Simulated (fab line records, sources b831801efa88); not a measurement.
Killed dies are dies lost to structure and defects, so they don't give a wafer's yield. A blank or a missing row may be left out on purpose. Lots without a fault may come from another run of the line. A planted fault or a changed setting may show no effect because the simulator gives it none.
fab line records | flow sky130
record lots=10 wafers=30 last_day=50
route steps=708 shown NWELL@34 VT_ADJUST_HVTP@89 VT_ADJUST_HVTR@141 POLY_GATE@229
lots that met no fault: from a run of the same line without faults
start_h: hours from the record's first day to the start of the lot's first wafer shown | wait_h: hours since the lot's step before | " the same as in the row above | L1.1+2: a row that stands for several wafers | - no value, or no start given | * or withheld: withheld | < > ~ a bound
route shown NAME@n: a module of which the file shows steps, and the number in the route of the first | usual: mean/standard deviation of fault-free wafers | same: alike in all rows | chamber/n: place in a boat | sites: the reading at each site | _std_site: their standard deviation | _edge_site: outer sites' mean less inner sites' | radius_mm: how far each site lies from the wafer's centre | mask NAME#n: copy n | behind: the tool/chamber that last shaped the wafer | hold: why the lot was held/for how many hours/how that ended | device: the transistor (n, p or np) that didn't switch | end of line: the same wafers' tests at the end of the route | a step without rows: its recipe alone | killed: dies lost to structure and defects at the first sort, not the wafer's yield | map: a wafer's dies, x killed, . not, _ none there
set.NAME: the setting as run; set.NAME@STEP: as run at that earlier step | model.NAME: the simulator's own value behind a step, which no gauge read
steps of the route over a sample of lots; a table a step, a row a wafer
services: from which hour (start_h, from the record's first day; less than 0 if before it) a tool's chamber was out of use, for how many hours, and why
## steps
# step SKY_NWELL_THK_MEAS_02
# recipe reads=SiO2_of_NWELL_OXIDATION_01
# usual NWELL_OXIDATION_THK=10.01/0.23
# columns lot.wafer tool chamber start_h wait_h NWELL_OXIDATION_THK[nm]
L881.3 film_metro-03 - 49.73 0.0 9.92
L881.4 " - " " 9.77
L881.5 " - " " 9.90
L882.1 film_metro-03 - 57.39 0.0 9.74
L882.2 " - " " 9.90
L882.3 " - " " 9.64
L883.2 film_metro-03 - 63.25 0.0 9.76
L883.3 " - " " 9.54
L883.4 " - " " 9.62
L884.2 film_metro-01 - 65.93 0.0 9.71
L884.3 " - " " 9.84
L884.6 " - " " 9.71
L888.2 film_metro-03 - 85.69 0.0 10.38
L888.3 " - " " 10.05
L888.5 " - " " 9.99
L894.1 film_metro-01 - 127.04 0.0 9.99
L894.2 " - " " 9.79
L894.3 " - " " 9.82
L896.4 film_metro-03 - 135.37 0.0 9.99
L896.5 " - " " 10.10
L896.6 " - " " 9.93
L899.3 film_metro-04 - 148.55 0.0 10.31
L899.4 " - " " 10.27
L899.6 " - " " 10.11
L900.4 film_metro-03 - 153.05 0.0 10.12
L900.5 " - " " 9.86
L900.6 " - " " 10.04
L901.2 film_metro-04 - 157.22 0.0 9.85
L901.3 " - " " 9.71
L901.4 " - " " 9.89
# step SKY_VT_ADJUST_HVTP_EXPOSE_04
# recipe mask_id=HVTPM na=0.6 source_shape=conventional sigma_outer=0.6 polarization=unpolarized target_cd_nm=380 dose_mj=140
# usual reticle_temp_C=22.98/0.1
# columns lot.wafer tool chamber start_h wait_h mask reticle_temp_C
L881.3 iline_stepper-02 0 127.79 - HVTPM#0 23.00
L881.4 " 0 " " HVTPM#0 23.09
L881.5 " 0 " " HVTPM#0 22.91
L882.1 iline_stepper-01 0 136.45 - HVTPM#0 22.99
L882.2 " 0 " " HVTPM#0 22.96
L882.3 " 0 " " HVTPM#0 23.02
L883.2 iline_stepper-02 0 144.95 - HVTPM#0 23.00
L883.3 " 0 " " HVTPM#0 23.11
L883.4 " 0 " " HVTPM#0 23.09
L884.2 iline_stepper-01 0 147.16 - NWM_COMPLEMENT_LESS_NATIVE#0 22.69
L884.3 " 0 " " NWM_COMPLEMENT_LESS_NATIVE#0 22.86
L884.6 " 0 " " NWM_COMPLEMENT_LESS_NATIVE#0 22.94
L888.2 iline_stepper-01 0 170.71 - HVTPM#0 23.10
L888.3 " 0 " " HVTPM#0 23.13
L888.5 " 0 " " HVTPM#0 23.12
L894.1 iline_stepper-02 0 220.60 - HVTPM#0 22.96
L894.2 " 0 " " HVTPM#0 23.10
L894.3 " 0 " " HVTPM#0 22.88
L896.4 iline_stepper-01 0 231.16 - HVTPM#0 23.04
L896.5 " 0 " " HVTPM#0 22.88
L896.6 " 0 " " HVTPM#0 22.78
L899.3 iline_stepper-02 0 247.89 - HVTPM#0 23.08
L899.4 " 0 " " HVTPM#0 22.87
L899.6 " 0 " " HVTPM#0 22.95
L900.4 iline_stepper-02 0 252.02 - HVTPM#0 23.00
L900.5 " 0 " " HVTPM#0 23.15
L900.6 " 0 " " HVTPM#0 22.93
L901.2 iline_stepper-01 0 258.95 - HVTPM#0 23.00
L901.3 " 0 " " HVTPM#0 23.24
L901.4 " 0 " " HVTPM#0 23.06
# step SKY_VT_ADJUST_HVTP_CD_MEAS_07
# recipe target_cd_nm=380
# usual cd_nm=379/3.2
# columns lot.wafer tool chamber start_h wait_h cd_nm
L881.3 cd_sem-02 - 137.25 0.1 382
L881.4 " - " " 384
L881.5 " - " " 382
L882.1 cd_sem-02 - 145.45 0.1 384
L882.2 " - " " 384
L882.3 " - " " 382
L883.2 cd_sem-01 - 155.14 0.1 377
L883.3 " - " " 379
L883.4 " - " " 379
L884.2 cd_sem-02 - 157.34 0.1 -
L884.3 " - " " -
L884.6 " - " " -
L888.2 cd_sem-02 - 181.24 0.1 387
L888.3 " - " " 388
L888.5 " - " " 385
L894.1 cd_sem-02 - 232.51 0.1 376
L894.2 " - " " 375
L894.3 " - " " 377
L896.4 cd_sem-02 - 241.68 0.1 379
L896.5 " - " " 381
L896.6 " - " " 379
L899.3 cd_sem-02 - 259.85 0.1 376
L899.4 " - " " 377
L899.6 " - " " 376
L900.4 cd_sem-01 - 263.48 0.1 380
L900.5 " - " " 380
L900.6 " - " " 380
L901.2 cd_sem-01 - 270.22 0.1 382
L901.3 " - " " 384
L901.4 " - " " 384
# step SKY_VT_ADJUST_HVTP_TW_MEAS_11
# usual VT_ADJUST_HVTP_TW=1360/13
# columns lot.wafer tool chamber start_h wait_h hold VT_ADJUST_HVTP_TW
L881.3 film_metro-02 - 137.64 0.1 - 1374
L881.4 " - " " - 1378
L881.5 " - " " - 1377
L882.1 film_metro-01 - 145.86 0.1 - 1359
L882.2 " - " " - 1355
L882.3 " - " " - 1357
L883.2 film_metro-01 - 155.54 0.1 - 1356
L883.3 " - " " - 1356
L883.4 " - " " - 1359
L884.2 film_metro-02 - 157.74 0.1 await_dispo/0.2h/release 30
L884.3 " - " " await_dispo/0.2h/release 30
L884.6 " - " " await_dispo/0.2h/release 30
L884.2 film_metro-02 - 158.01 0.3 - 30
L884.3 " - " " - 30
L884.6 " - " " - 30
L888.2 film_metro-01 - 181.64 0.1 - 1349
L888.3 " - " " - 1355
L888.5 " - " " - 1350
L894.1 film_metro-04 - 232.92 0.1 - 1336
L894.2 " - " " - 1335
L894.3 " - " " - 1338
L896.4 film_metro-02 - 242.06 0.1 - 1369
L896.5 " - " " - 1373
L896.6 " - " " - 1373
L899.3 film_metro-01 - 260.24 0.1 - 1353
L899.4 " - " " - 1353
L899.6 " - " " - 1356
L900.4 film_metro-02 - 263.86 0.1 - 1370
L900.5 " - " " - 1363
L900.6 " - " " - 1366
L901.2 film_metro-02 - 270.62 0.1 - 1368
L901.3 " - " " - 1369
L901.4 " - " " - 1365
# step SKY_VT_ADJUST_HVTR_STRIP_10
# recipe chemistry=O2/N2 power_w=1400 pressure_mtorr=1500 platen_temp_c=withheld o2_flow_sccm=3000 n2_flow_sccm=300 overash_fraction=0.5
# usual chamber_pressure_mTorr=1500.2/1.2 drypump_motor_current_A=5.7/0.45 oes_product_au=0.716/0.0048 strip_time_to_endpoint_s=14.16/0.03
# columns lot.wafer tool chamber start_h wait_h chamber_pressure_mTorr drypump_motor_current_A oes_product_au rf_hours_counter_h strip_time_to_endpoint_s
L881.3 plasma_asher-02 1 220.85 0.1 1500.9 6.2 0.707 - 14.16
L881.4 " 0 " " 1499.8 5.2 0.716 - 14.14
L881.5 " 1 " " 1500.1 6.2 0.718 - 14.13
L882.1 plasma_asher-02 1 233.12 0.1 1498.3 6.2 0.712 12 14.22
L882.2 " 0 " " 1497.5 5.1 0.709 12 14.15
L882.3 " 0 " " 1497.4 5.1 0.714 - 14.18
L883.2 plasma_asher-01 0 242.12 0.1 1501.9 5.3 0.703 59 14.17
L883.3 " 0 " " 1498.7 5.3 0.710 - 14.16
L883.4 " 1 " " 1500.4 5.4 0.719 - 14.21
L888.2 plasma_asher-02 1 273.36 0.1 1502.4 6.2 0.710 17 14.16
L888.3 " 1 " " 1498.9 6.2 0.712 - 14.12
L888.5 " 1 " " 1501.7 6.2 0.720 - 14.17
L894.1 plasma_asher-03 1 330.97 0.1 1500.5 6.2 0.714 49 14.18
L894.2 " 0 " " 1501.1 6.2 0.713 49 14.13
L894.3 " 0 " " 1501.0 6.2 0.719 - 14.18
L896.4 plasma_asher-03 1 340.49 0.1 1498.8 6.2 0.715 - 14.15
L896.5 " 0 " " 1500.3 6.2 0.722 - 14.20
L896.6 " 1 " " 1500.1 6.2 0.707 - 14.23
L899.3 plasma_asher-01 0 362.04 0.1 1500.6 5.3 0.710 - 14.13
L899.4 " 1 " " 1500.9 5.5 0.714 - 14.18
L899.6 " 1 " " 1498.9 5.5 0.719 - 14.14
L900.4 plasma_asher-01 0 366.66 0.1 1500.9 5.3 0.725 - 14.10
L900.5 " 1 " " 1500.1 5.5 0.722 - 14.08
L900.6 " 0 " " 1500.8 5.3 0.710 - 14.13
L901.2 plasma_asher-02 0 373.14 0.1 1499.7 5.1 0.720 25 14.16
L901.3 " 0 " " 1499.7 5.1 0.724 - 14.15
L901.4 " 1 " " 1498.1 6.2 0.719 - 14.14
# step SKY_POLY_GATE_ETCH_15
# recipe chemistry=N2/H2 target=BARC ion_energy_ev=200 source_w=500 bias_w=100 pressure_mtorr=30 n2_flow_sccm=100 h2_flow_sccm=200 stop_on=SiO2 time_s=118.5 target_depth_a=1100
# usual chamber_pressure_mTorr=30.00/0.032 drypump_motor_current_A=5.4/0.37 oes_product_au=0.715/0.0049 throttle_valve_pct=13.212/0.0086
# columns lot.wafer tool chamber start_h wait_h chamber_pressure_mTorr drypump_motor_current_A oes_product_au rf_hours_counter_h throttle_valve_pct
L881.3 rie_diel-03 0 395.16 0.0 29.99 5.4 0.718 2 13.222
L881.4 " 1 " " 30.02 5.4 0.714 - 13.206
L881.5 " 3 " " 30.00 5.0 0.713 - 13.211
L882.1 rie_diel-03 1 405.41 0.0 29.99 5.4 0.719 111 13.221
L882.2 " 3 " " 29.96 5.0 0.729 64 13.191
L882.3 " 0 " " 29.99 5.4 0.714 2 13.216
L883.2 rie_diel-04 3 425.93 0.0 29.97 6.1 0.714 101 13.204
L883.3 " 2 " " 30.01 5.1 0.712 7 13.205
L883.4 " 0 " " 29.96 5.0 0.710 7 13.215
L888.2 rie_diel-03 1 450.46 0.0 30.00 5.4 0.716 0 13.219
L888.3 " 0 " " 29.98 5.4 0.713 4 13.206
L888.5 " 2 " " 29.95 5.3 0.717 - 13.216
L894.1 rie_diel-03 2 542.66 0.0 29.96 5.3 0.707 8 13.199
L894.2 " 1 " " 30.00 5.4 0.716 2 13.209
L894.3 " 3 " " 29.95 5.0 0.723 67 13.213
L896.4 rie_diel-04 3 543.01 0.0 29.96 6.1 0.707 2 13.200
L896.5 " 2 " " 29.99 5.1 0.710 - 13.216
L896.6 " 3 " " 29.99 6.1 0.716 - 13.220
L899.3 rie_diel-02 2 552.13 0.0 30.02 5.2 0.711 9 13.209
L899.4 " 0 " " 30.01 5.1 0.715 71 13.194
L899.6 " 0 " " 29.94 5.1 0.712 - 13.221
L900.4 rie_diel-04 0 558.82 0.1 29.97 5.1 0.706 - 13.221
L900.5 " 2 " " 30.02 5.1 0.710 - 13.211
L900.6 " 3 " " 30.04 6.1 0.717 - 13.208
L901.2 rie_diel-02 1 566.78 0.0 29.99 5.8 0.715 55 13.221
L901.3 " 0 " " 29.98 5.1 0.715 71 13.214
L901.4 " 0 " " 30.01 5.1 0.721 - 13.218
## services
# columns tool chamber start_h hours kind
rie_diel-03 3 107.66 8.3 repair
plasma_asher-02 - 108.75 9.0 pm
iline_stepper-01 - 150.04 5.7 repair
iline_stepper-01 - 162.54 1.7 pm
rie_diel-03 3 179.65 15.6 repair
plasma_asher-01 - 181.49 2.8 pm
rie_diel-04 2 197.42 3.3 repair
iline_stepper-02 - 229.03 1.7 pm
rie_diel-03 1 323.46 2.1 repair
plasma_asher-02 - 328.95 5.1 repair
plasma_asher-02 - 343.80 2.8 pm
iline_stepper-01 - 380.72 1.7 pm
rie_diel-03 2 388.27 30.1 repair
iline_stepper-02 - 404.06 8.9 pm
iline_stepper-02 - 447.21 1.7 pm
iline_stepper-01 - 453.22 4.4 pm
rie_diel-03 1 456.15 3.7 repair
iline_stepper-01 - 458.88 3.3 repair
plasma_asher-02 - 470.61 3.7 repair
rie_diel-03 1 485.35 5.7 repair
rie_diel-03 1 499.73 6.8 repair
iline_stepper-02 - 523.23 0.7 repair
rie_diel-03 0 531.64 2.4 repair
iline_stepper-02 - 548.10 4.4 pm
## key
first_sign step=SKY_VT_ADJUST_HVTP_EXPOSE_04 reading=mask direction=changed
effect step=SKY_VT_ADJUST_HVTP_CD_MEAS_07 reading=cd_nm direction=missing
effect step=SKY_VT_ADJUST_HVTP_TW_MEAS_11 reading=visit direction=added
effect step=SKY_VT_ADJUST_HVTP_TW_MEAS_11 reading=VT_ADJUST_HVTP_TW direction=down sigmas=99+ usual=1360 struck=30
met_at SKY_VT_ADJUST_HVTP_EXPOSE_04
struck_lots L884
scrapped_behind SKY_VT_ADJUST_HVTP_TW_MEAS_11 L884.2,L884.3,L884.6
not_acting_at SKY_NWELL_THK_MEAS_02,SKY_VT_ADJUST_HVTR_STRIP_10,SKY_POLY_GATE_ETCH_15
onset_between 136.45 147.16
fault kind=wrong_mask tool=any chamber=- onset_h=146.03 steps=SKY_VT_ADJUST_HVTP_EXPOSE_04 aux_copy=NWM_COMPLEMENT_LESS_NATIVE#0 scope=struck_lots_only
